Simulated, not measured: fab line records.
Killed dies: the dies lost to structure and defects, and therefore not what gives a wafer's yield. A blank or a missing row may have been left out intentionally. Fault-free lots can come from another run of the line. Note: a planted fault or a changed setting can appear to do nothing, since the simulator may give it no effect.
What tool caused it?    flow gf180mcu    12 lots with 35 wafers sampled at 5 steps, on a route of 602 steps

## WHAT EACH GAUGE READ, for each wafer
GF_HV_LDD_TW_MEAS_23.
lot   measured      on             HV_LDD_2_TW
L185  day 12 04:35  film-metro-01  1064 1054 1053
L186  day 12 18:01  film-metro-04  1072 1077 1077
L187  day 13 05:46  film-metro-01  1053 1053
L188  day 13 09:01  film-metro-03  1051 1050 1051
L189  day 13 12:52  film-metro-03  1048 1048 1047
L191  day 14 03:19  film-metro-01  1052 1052 1057
L192  day 14 14:19  film-metro-04  932 936 933
L193  day 14 20:07  film-metro-04  930 932 936
L194  day 15 03:10  film-metro-04  925 936 930
L195  day 15 10:20  film-metro-04  1086 1079 1086
L201  day 17 09:37  film-metro-01  1048 1047 1042
L202  day 17 20:01  film-metro-01  1043 1047 1050

GF_HV_LDD_THK_MEAS_55.
lot   measured      on             HV_LDD_CVD_54_THK (nm)
L185  day 13 22:49  film-metro-04  10.10 10.14 10.12
L186  day 14 12:20  film-metro-04  9.92 9.86 9.91
L187  day 15 01:20  film-metro-03  10.03 10.00
L188  day 15 03:35  film-metro-04  9.83 9.79 9.81
L189  day 15 07:20  film-metro-03  10.10 9.95 9.87
L191  day 15 23:40  film-metro-01  10.08 10.03 9.99
L192  day 16 12:22  film-metro-04  9.82 9.94 9.94
L193  day 16 17:23  film-metro-04  10.20 10.14 10.13
L194  day 17 01:44  film-metro-01  9.89 9.80 9.88
L195  day 17 10:36  film-metro-03  9.99 10.08 10.01
L201  day 19 12:13  film-metro-01  10.13 10.02 9.93
L202  day 19 22:32  film-metro-04  10.26 10.27 10.22

## TOOL THAT RAN EACH LOT (tool first, then ch and the chambers of the sampled wafers, then the start)
lot   GF_DUAL_GATE_STRIP_13                 GF_HV_LDD_IMPLANT_21             GF_HV_LDD_RTA_52
L185  plasma-asher-03 ch 0,1, day 9 14:06   implanter-01 ch 0, day 12 04:23  rtp-anneal-02 ch 0, day 13 21:37
L186  plasma-asher-01 ch 0,1, day 10 03:46  implanter-04 ch 0, day 12 17:47  rtp-anneal-02 ch 0, day 14 11:08
L187  plasma-asher-01 ch 1, day 10 14:37    implanter-01 ch 0, day 13 05:31  rtp-anneal-02 ch 0, day 15 00:07
L188  plasma-asher-03 ch 0,1, day 10 17:31  implanter-01 ch 0, day 13 08:46  rtp-anneal-02 ch 0, day 15 02:19
L189  plasma-asher-03 ch 0,1, day 10 21:37  implanter-01 ch 0, day 13 12:37  rtp-anneal-01 ch 0, day 15 06:07
L191  plasma-asher-01 ch 0,1, day 11 11:07  implanter-04 ch 0, day 14 03:04  rtp-anneal-01 ch 0, day 15 22:28
L192  plasma-asher-01 ch 0,1, day 11 21:10  implanter-01 ch 0, day 14 14:04  rtp-anneal-01 ch 0, day 16 11:10
L193  plasma-asher-03 ch 0,1, day 12 02:49  implanter-01 ch 0, day 14 19:53  rtp-anneal-01 ch 0, day 16 16:11
L194  plasma-asher-03 ch 1, day 12 09:04    implanter-01 ch 0, day 15 02:56  rtp-anneal-02 ch 0, day 17 00:32
L195  plasma-asher-04 ch 0,1, day 12 14:53  implanter-04 ch 0, day 15 10:07  rtp-anneal-02 ch 0, day 17 08:38
L201  plasma-asher-01 ch 0,1, day 14 10:25  implanter-01 ch 0, day 17 09:22  rtp-anneal-01 ch 0, day 19 11:01
L202  plasma-asher-04 ch 0,1, day 14 16:04  implanter-01 ch 0, day 17 19:47  rtp-anneal-01 ch 0, day 19 21:20
- GF_DUAL_GATE_STRIP_13: strips in O2/N2.
- GF_HV_LDD_IMPLANT_21
- GF_HV_LDD_RTA_52: time 10 s.

## WHAT THE TOOLS THEMSELVES READ (means of the sampled wafers that have a number; where no wafer has one, the mark that the record gives instead)
GF_DUAL_GATE_STRIP_13.
lot   tool             chamber-pressure-mTorr (mTorr)  drypump-motor-current-A (A)  heater-power-w (W)  o2-flow-sccm (sccm)  oes-product-au (a.u.)  platen-temp-c (C)  strip-time-to-endpoint-s (s)
L185  plasma-asher-03  1501                            5.8                          341                 2993                 0.726                  250.00             12.47
L186  plasma-asher-01  1500                            5.5                          325                 2998                 0.724                  249.80             12.44
L187  plasma-asher-01  1500                            5.4                          336                 3002                 0.718                  250.20             12.43
L188  plasma-asher-03  1500                            5.9                          327                 3004                 0.723                  250.11             12.40
L189  plasma-asher-03  1498                            5.9                          322                 2999                 0.723                  250.01             12.45
L191  plasma-asher-01  1498                            5.4                          334                 3005                 0.722                  250.04             12.42
L192  plasma-asher-01  1500                            5.4                          337                 2989                 0.724                  249.95             12.43
L193  plasma-asher-03  1500                            5.8                          338                 2994                 0.724                  250.27             12.47
L194  plasma-asher-03  1500                            5.6                          351                 3002                 0.727                  250.05             12.43
L195  plasma-asher-04  1501                            6.4                          339                 2996                 0.720                  250.14             12.49
L201  plasma-asher-01  1500                            5.5                          326                 3003                 0.723                  249.95             12.49
L202  plasma-asher-04  1500                            6.4                          331                 2999                 0.722                  249.86             12.43

GF_HV_LDD_IMPLANT_21.
lot   tool          beam-energy-keV  dose-ions-cm2  end-station-pressure-torr (Torr)  faraday-current-uA
L185  implanter-01  25.577           5e+13          5.23e-06                          281
L186  implanter-04  25.578           5e+13          5.07e-06                          283
L187  implanter-01  25.584           5e+13          4.99e-06                          286
L188  implanter-01  25.583           5e+13          5.01e-06                          283
L189  implanter-01  25.582           5e+13          4.88e-06                          282
L191  implanter-04  25.571           5e+13          5.24e-06                          282
L192  implanter-01  25.566           3e+13          4.95e-06                          179
L193  implanter-01  25.581           3e+13          5.21e-06                          176
L194  implanter-01  25.581           3e+13          5.18e-06                          175
L195  implanter-04  25.576           5e+13          5.00e-06                          280
L201  implanter-01  25.581           5e+13          5.30e-06                          276
L202  implanter-01  25.590           5e+13          5.38e-06                          280

GF_HV_LDD_RTA_52.
lot   tool           lamp-power-pct (%)  wafer_temp_C_max
L185  rtp-anneal-02  35.1                1006.3
L186  rtp-anneal-02  35.1                1006.9
L187  rtp-anneal-02  35.2                1007.5
L188  rtp-anneal-02  35.1                1006.4
L189  rtp-anneal-01  37.5                1003.6
L191  rtp-anneal-01  37.5                1004.0
L192  rtp-anneal-01  37.5                1003.4
L193  rtp-anneal-01  37.5                1004.3
L194  rtp-anneal-02  35.1                1007.6
L195  rtp-anneal-02  35.1                1006.7
L201  rtp-anneal-01  37.5                1003.4
L202  rtp-anneal-01  37.5                1003.4

## THE ANSWER, worked out from the rows above alone
Rule: the lots themselves supply what counts as usual. The widest of any qualifying gaps counts: lots, ordered by their means at a reading, are off when they make up no more than a third of the lots, leave a main group of 4 or more, and stand apart from it by 3 or more times the standard deviation of that group's means. If all means in a main group match to the digits the tables above print for the reading, that group is not used. Also off: a lot with no number at a reading for which 4 or more lots have one. Where the step has rows for the other lots, those lots are counted as sound. Order of review: gauges by route order, followed by the tools' own readings, for which a lot's mean as printed above is used. The first step at which some lot is off is used, and at that step the reading that is off furthest; a lot without a number counts as furthest.
Off: L192, L193, L194, seen at GF_HV_LDD_TW_MEAS_23 (HV_LDD_2_TW). For the main group the mean is 1057 and the standard deviation 13.
If a tool, at a process step before that reading, ran all the lots that are off and no sound lot after the first of them, it fits. Not tried: the gauges at GF_HV_LDD_TW_MEAS_23; whatever is off there is also off at GF_HV_LDD_IMPLANT_21, on other tools, and gauge error can't account for it. None of those tried fits.

## WHAT THE SIMULATOR HAD PUT IN
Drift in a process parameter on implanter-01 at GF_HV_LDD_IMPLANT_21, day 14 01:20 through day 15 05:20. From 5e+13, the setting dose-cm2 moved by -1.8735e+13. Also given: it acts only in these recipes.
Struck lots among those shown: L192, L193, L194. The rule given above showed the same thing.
